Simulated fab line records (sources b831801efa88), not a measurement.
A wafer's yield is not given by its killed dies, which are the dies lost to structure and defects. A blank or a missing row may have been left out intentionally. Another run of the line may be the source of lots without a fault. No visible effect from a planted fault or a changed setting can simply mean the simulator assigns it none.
Which tool is to blame? + flow sky130 + 12 lots, 36 wafers sampled, at 5 steps of a route of 708

## WHAT THE GAUGES READ, wafer by wafer
SKY_FIELD_ISO_THK_MEAS_23.
| lot  | measured    | on            | FIELD_ISO_OXIDATION_01_THK (nm) |
|------|-------------|---------------|---------------------------------|
| L371 | day 2 12:33 | film_metro-04 | 9.53 9.81 9.55                  |
| L370 | day 2 12:34 | film_metro-03 | 9.87 9.89 9.84                  |
| L372 | day 2 22:20 | film_metro-01 | 10.01 10.12 10.12               |
| L375 | day 3 12:30 | film_metro-03 | 9.93 9.97 9.87                  |
| L376 | day 3 20:31 | film_metro-01 | 9.86 9.86 9.71                  |
| L377 | day 3 21:04 | film_metro-01 | 9.97 9.91 10.00                 |
| L378 | day 4 05:20 | film_metro-01 | 10.14 10.15 10.18               |
| L379 | day 4 09:31 | film_metro-03 | 10.18 10.13 10.12               |
| L380 | day 4 11:38 | film_metro-03 | 9.78 9.82 9.76                  |
| L381 | day 4 17:39 | film_metro-04 | 9.62 9.49 9.80                  |
| L382 | day 4 21:40 | film_metro-01 | 9.94 10.05 10.00                |
| L392 | day 7 01:53 | film_metro-01 | 10.15 10.02 10.21               |

SKY_PWDE_TW_MEAS_10.
| lot  | measured    | on            | PWDE_TW     |
|------|-------------|---------------|-------------|
| L371 | day 4 14:00 | film_metro-02 | 372 371 372 |
| L370 | day 4 13:56 | film_metro-04 | 374 374 374 |
| L372 | day 4 21:42 | film_metro-02 | 372 370 371 |
| L375 | day 5 04:22 | film_metro-04 | 376 375 374 |
| L376 | day 5 13:14 | film_metro-04 | 373 373 375 |
| L377 | day 5 13:34 | film_metro-02 | 370 370 370 |
| L378 | day 6 00:07 | film_metro-04 | 378 380 377 |
| L379 | day 6 05:08 | film_metro-03 | 376 378 375 |
| L380 | day 6 06:46 | film_metro-03 | 377 376 375 |
| L381 | day 6 13:15 | film_metro-04 | 378 379 379 |
| L382 | day 6 15:46 | film_metro-03 | 376 378 378 |
| L392 | day 9 00:22 | film_metro-02 | 369 370 369 |

SKY_NWELL_TW_MEAS_26.
| lot  | measured     | on            | NWELL_2_TW  |
|------|--------------|---------------|-------------|
| L371 | day 6 02:45  | film_metro-03 | 500 502 499 |
| L370 | day 6 02:37  | film_metro-04 | 502 504 502 |
| L372 | day 6 10:55  | film_metro-04 | 502 502 502 |
| L375 | day 6 17:43  | film_metro-04 | 501 502 497 |
| L376 | day 7 03:39  | film_metro-04 | 499 496 496 |
| L377 | day 7 04:28  | film_metro-04 | 497 496 497 |
| L378 | day 7 14:46  | film_metro-03 | 496 500 502 |
| L379 | day 7 21:04  | film_metro-03 | 497 496 497 |
| L380 | day 7 23:22  | film_metro-02 | 492 494 491 |
| L381 | day 8 04:49  | film_metro-03 | 459 460 459 |
| L382 | day 8 07:41  | film_metro-02 | 455 455 451 |
| L392 | day 10 22:16 | film_metro-04 | 504 500 501 |

## TOOL THAT RAN EACH LOT (tool first, then ch and the chambers of the sampled wafers, then the start)
| lot  | SKY_FIELD_ISO_CMP_27         | SKY_NWELL_IMPLANT_24            |
|------|------------------------------|---------------------------------|
| L371 | cmp-01 ch 0,1, day 2 21:29   | implanter-02 ch 0, day 6 02:31  |
| L370 | cmp-01 ch 0,1, day 2 21:08   | implanter-01 ch 0, day 6 02:24  |
| L372 | cmp-02 ch 1,2, day 3 06:37   | implanter-01 ch 0, day 6 10:43  |
| L375 | cmp-01 ch 0,2,3, day 3 15:19 | implanter-02 ch 0, day 6 17:28  |
| L376 | cmp-01 ch 1,2, day 3 22:34   | implanter-03 ch 0, day 7 03:25  |
| L377 | cmp-02 ch 1,2,3, day 4 00:10 | implanter-02 ch 0, day 7 04:13  |
| L378 | cmp-02 ch 1,2, day 4 08:23   | implanter-01 ch 0, day 7 14:31  |
| L379 | cmp-02 ch 1,2,3, day 4 13:07 | implanter-01 ch 0, day 7 20:50  |
| L380 | cmp-01 ch 0,2, day 4 14:40   | implanter-02 ch 0, day 7 23:09  |
| L381 | cmp-02 ch 0,1,3, day 4 20:22 | implanter-01 ch 0, day 8 04:34  |
| L382 | cmp-01 ch 0,3, day 4 23:22   | implanter-01 ch 0, day 8 07:26  |
| L392 | cmp-01 ch 1,3, day 7 04:53   | implanter-03 ch 0, day 10 22:02 |
- SKY_FIELD_ISO_CMP_27: polishes, stops on Si3N4, t overpolish 16 s, target thk 457.8 nm.
- SKY_NWELL_IMPLANT_24

## AS READ BY THE TOOLS THEMSELVES (means over the sampled wafers that have a number; for cases with no such wafer, the mark the record gives instead)
SKY_FIELD_ISO_CMP_27.
| lot  | tool   | motor_current_A (A) | overpolish_run_s (s) | slurry_filter_dp_kPa (kPa) | time_to_endpoint_s (s) |
|------|--------|---------------------|----------------------|----------------------------|------------------------|
| L371 | cmp-01 | 11.1                | 15.998               | 13.38                      | 111                    |
| L370 | cmp-01 | 11.4                | 16.008               | 13.51                      | 110                    |
| L372 | cmp-02 | 11.6                | 16.006               | 13.48                      | 103                    |
| L375 | cmp-01 | 10.6                | 15.996               | 13.60                      | 112                    |
| L376 | cmp-01 | 11.6                | 16.002               | 13.38                      | 115                    |
| L377 | cmp-02 | 11.5                | 16.004               | 13.46                      | 111                    |
| L378 | cmp-02 | 11.4                | 16.009               | 13.48                      | 102                    |
| L379 | cmp-02 | 11.9                | 15.999               | 13.45                      | 110                    |
| L380 | cmp-01 | 11.0                | 16.009               | 13.44                      | 107                    |
| L381 | cmp-02 | 12.0                | 15.995               | 13.54                      | 114                    |
| L382 | cmp-01 | 10.8                | 16.004               | 13.47                      | 115                    |
| L392 | cmp-01 | 11.4                | 16.008               | 13.43                      | 117                    |

SKY_NWELL_IMPLANT_24.
| lot  | tool         | beam_on_s (s) | dose_ions_cm2 | faraday_current_uA |
|------|--------------|---------------|---------------|--------------------|
| L371 | implanter-02 | 9.99          | 9.193e+12     | 52.0               |
| L370 | implanter-01 | 10.03         | 9.202e+12     | 51.6               |
| L372 | implanter-01 | 10.06         | 9.201e+12     | 51.6               |
| L375 | implanter-02 | 10.04         | 9.198e+12     | 51.5               |
| L376 | implanter-03 | 9.94          | 9.198e+12     | 52.2               |
| L377 | implanter-02 | 9.94          | 9.202e+12     | 52.0               |
| L378 | implanter-01 | 10.03         | 9.205e+12     | 51.7               |
| L379 | implanter-01 | 10.33         | 9.207e+12     | 50.2               |
| L380 | implanter-02 | 10.08         | 9.197e+12     | 51.4               |
| L381 | implanter-01 | 7.57          | 9.204e+12     | 68.7               |
| L382 | implanter-01 | 7.65          | 9.194e+12     | 67.6               |
| L392 | implanter-03 | 9.99          | 9.191e+12     | 52.0               |

## THE ANSWER, worked out from the rows above alone
Rule: usual is defined by the lots themselves. The widest of any qualifying gaps counts: lots, ordered by their means at a reading, are off when they make up no more than a third of the lots, leave a main group of 4 or more, and stand apart from it by 3 or more times the standard deviation of that group's means. A main group is skipped when, at the precision printed for the reading in the tables above, its means are all equal. Also off: a lot with no number at a reading for which 4 or more lots have one. Where the step has rows for the other lots, those lots are counted as sound. First the gauges in route order, then the tools' own readings, where a lot's mean is used as printed above. At the first step where some lot is off, the reading lying furthest off is the one used; lots without a number count as furthest.
Off: L381, L382, seen at SKY_NWELL_TW_MEAS_26 (NWELL_2_TW). For the main group the mean is 499 and the standard deviation 3.
A tool fits if, at a process step before that reading, it ran every lot that is off, and no sound lot after the first of them. Not tried: the gauges at SKY_NWELL_TW_MEAS_26; whatever is off there is also off at SKY_NWELL_IMPLANT_24, on other tools, and gauge error can't account for it. One fits: SKY_NWELL_IMPLANT_24 on implanter-01. Its last sound lot is L379 (day 7 20:50), its first lot that is off L381 (day 8 04:34): a fault that began between those two fits.
The tool's own readings at SKY_NWELL_IMPLANT_24 bear it out: on the lots that are off they differ by more than 5 times the standard deviation of the sound lots' means. beam_on_s reads 7.61 s there against 10.04 s on the sound lots; faraday_current_uA reads 68.2 there against 51.6 on the sound lots.

## WHAT THE SIMULATOR HAD PUT IN
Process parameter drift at SKY_NWELL_IMPLANT_24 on implanter-01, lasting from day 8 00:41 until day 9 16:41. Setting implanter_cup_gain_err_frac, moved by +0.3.
Struck lots among those shown: L381, L382. The same result came from the rule above.
